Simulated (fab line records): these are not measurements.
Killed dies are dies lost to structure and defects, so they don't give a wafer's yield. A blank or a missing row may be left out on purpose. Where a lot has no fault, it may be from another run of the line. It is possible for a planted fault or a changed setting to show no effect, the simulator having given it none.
Comparing a struck lot with a sound one	flow sky130	18 out of 708 route steps
Sound: wafers L228.2, L228.3, L228.5. The struck wafers were L238.3, L238.6. Last of all comes the cause.
Order at every step that has rows: each side's tool, ch and its chambers, its first start. Under that, the readings that differ: sound wafers	struck wafers	difference of the means	sigmas: that difference in standard deviations of wafers without a fault.
alike: readings whose means differ by less than 2 such deviations, and words and numbers that are the same on both sides. not compared: withheld readings, readings that some wafer has no value for, bounds like >300 that may hide the same value, and numbers for which the record gives no deviation and whose values overlap.
A row with sigmas, a row that says differs or no value, or rows on one side alone: a step with any of these is where the two part. When numbers do not overlap yet have no deviation, they are printed without sigmas and do not part them. A reading missing from all wafers of one side parts the sides only when that side holds two or more wafers.

first, 6 steps without rows for these wafers: SKY_RES_XHIGH_COAT_02 (resist thk 1140 nm); SKY_RES_XHIGH_SOFTBAKE_03 (time 60 s); SKY_RES_XHIGH_EXPOSE_04 (exposes mask URPM, target cd 1270 nm); SKY_RES_XHIGH_PEB_05; SKY_RES_XHIGH_DEVELOP_06 (develop time 60 s); SKY_RES_XHIGH_IMPLANT_07.
SKY_RES_XHIGH_STRIP_08: strips in O2/N2.
  sound on plasma_asher-01 ch 0,1, day 28 23:15; struck on plasma_asher-01 ch 0, day 31 19:29
  alike: drypump_motor_current_A, oes_product_au, strip_time_to_endpoint_s
  not compared: rf_hours_counter_h
SKY_RES_XHIGH_TW_MEAS_09:
  struck on film_metro-01, day 31 19:34; sound on film_metro-01, day 28 23:22
  alike: RES_XHIGH_TW
then, 4 steps without rows for these wafers: SKY_SD_N_DEHYDRATE_00 (time 60 s); SKY_SD_N_HMDS_01 (prime time 60 s); SKY_SD_N_COAT_02 (resist thk 1140 nm); SKY_SD_N_SOFTBAKE_03 (time 60 s).
SKY_SD_N_EXPOSE_04: exposes mask NSDM, target cd 380 nm.
  sound on iline_stepper-02 ch 0, day 29 13:04; struck on iline_stepper-02 ch 0, day 32 09:13
reading	sound	struck	difference	sigmas
exposure_dose_mJ_cm2	140.9 141.0 140.7	142.7 142.6	+1.8	+5
  alike: mask
then, 2 steps without rows for these wafers: SKY_SD_N_PEB_05; SKY_SD_N_DEVELOP_06 (develop time 60 s).
SKY_SD_N_CD_MEAS_07: target cd 380 nm.
  struck on cd_sem-02, day 32 21:44; sound on cd_sem-01, day 30 02:49
reading	sound	struck	difference	sigmas
cd_nm (nm)	376.3 377.1 377.5	364.3 365.5	-12.1	-5
  not compared: hold
SKY_SD_N_OVL_MEAS_08:
  struck on overlay-01, day 32 23:31; sound on overlay-01, day 30 02:55
reading	sound	struck	difference	sigmas
hold	- - -	await_dispo/1.7h/release await_dispo/1.7h/release	no value on the sound wafers	
  alike: SD_N_OVL
SKY_PAD_OPEN_PROBE_99:
  the record holds rows for the sound wafers here (prober-02, day 47 07:36) but none for the struck ones

WHERE THEY PART
First at SKY_SD_N_EXPOSE_04; last, within this record, at SKY_PAD_OPEN_PROBE_99.

WHY: whatever the simulator had introduced
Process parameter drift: iline_stepper-02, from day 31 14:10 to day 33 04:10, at SKY_SD_N_EXPOSE_04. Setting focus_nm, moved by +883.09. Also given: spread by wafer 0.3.
